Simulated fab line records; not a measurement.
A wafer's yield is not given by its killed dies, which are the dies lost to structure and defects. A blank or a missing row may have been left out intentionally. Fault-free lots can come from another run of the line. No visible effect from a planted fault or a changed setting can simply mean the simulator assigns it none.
Which of the tools did it? || flow gf180mcu || Sampling: 6 lots, 18 wafers, 2 of 602 route steps

## WHAT THE GAUGES SHOWED, per wafer
GF_DNWELL_TW_MEAS_09.
{"lot": "L640", "measured": "day 4 02:40", "on": "filmMetro-01", "DNWELL_TW": "1377 1372 1372"}
{"lot": "L642", "measured": "day 4 11:40", "on": "filmMetro-02", "DNWELL_TW": "1356 1368 1359"}
{"lot": "L644", "measured": "day 5 01:04", "on": "filmMetro-02", "DNWELL_TW": "1360 1353 1347"}
{"lot": "L647", "measured": "day 5 16:10", "on": "filmMetro-02", "DNWELL_TW": "1527 1527 1528"}
{"lot": "L654", "measured": "day 7 04:34", "on": "filmMetro-01", "DNWELL_TW": "1376 1376 1381"}
{"lot": "L656", "measured": "day 7 15:30", "on": "filmMetro-03", "DNWELL_TW": "1352 1346 1337"}

## WHAT TOOL EACH LOT RAN ON (gives the tool, then ch and the chambers of the sampled wafers, and finally the start)
{"lot": "L640", "GF_DNWELL_IMPLANT_07": "implanter-02 ch 0, day 4 02:26"}
{"lot": "L642", "GF_DNWELL_IMPLANT_07": "implanter-04 ch 0, day 4 11:25"}
{"lot": "L644", "GF_DNWELL_IMPLANT_07": "implanter-01 ch 0, day 5 00:49"}
{"lot": "L647", "GF_DNWELL_IMPLANT_07": "implanter-01 ch 0, day 5 15:55"}
{"lot": "L654", "GF_DNWELL_IMPLANT_07": "implanter-04 ch 0, day 7 04:20"}
{"lot": "L656", "GF_DNWELL_IMPLANT_07": "implanter-02 ch 0, day 7 15:17"}
- GF_DNWELL_IMPLANT_07

## THE ANSWER, worked out from the rows above alone
Rule: the lots themselves supply what counts as usual. Put in order of their means at a reading, lots are off if they are a third of the lots or fewer, leave a main group of 4 or more, and stand apart from it by a gap of 3 or more times the standard deviation of the main group's means; of several such gaps the widest counts. If all means in a main group match to the digits the tables above print for the reading, that group is not used. Also off: a lot with no number at a reading for which 4 or more lots have one. The other lots that the step has rows for count as sound.
Off: L647, seen at GF_DNWELL_TW_MEAS_09 (DNWELL_TW). Main group: mean 1362, sd 12.
If a tool, at a process step before that reading, ran all the lots that are off and no sound lot after the first of them, it fits. Gauges at GF_DNWELL_TW_MEAS_09: tried the same way as those tools. This does not decide it: 2 tools fit, namely implanter-01 at GF_DNWELL_IMPLANT_07 and filmMetro-02 at GF_DNWELL_TW_MEAS_09.

## WHAT THE SIMULATOR HAD INSERTED
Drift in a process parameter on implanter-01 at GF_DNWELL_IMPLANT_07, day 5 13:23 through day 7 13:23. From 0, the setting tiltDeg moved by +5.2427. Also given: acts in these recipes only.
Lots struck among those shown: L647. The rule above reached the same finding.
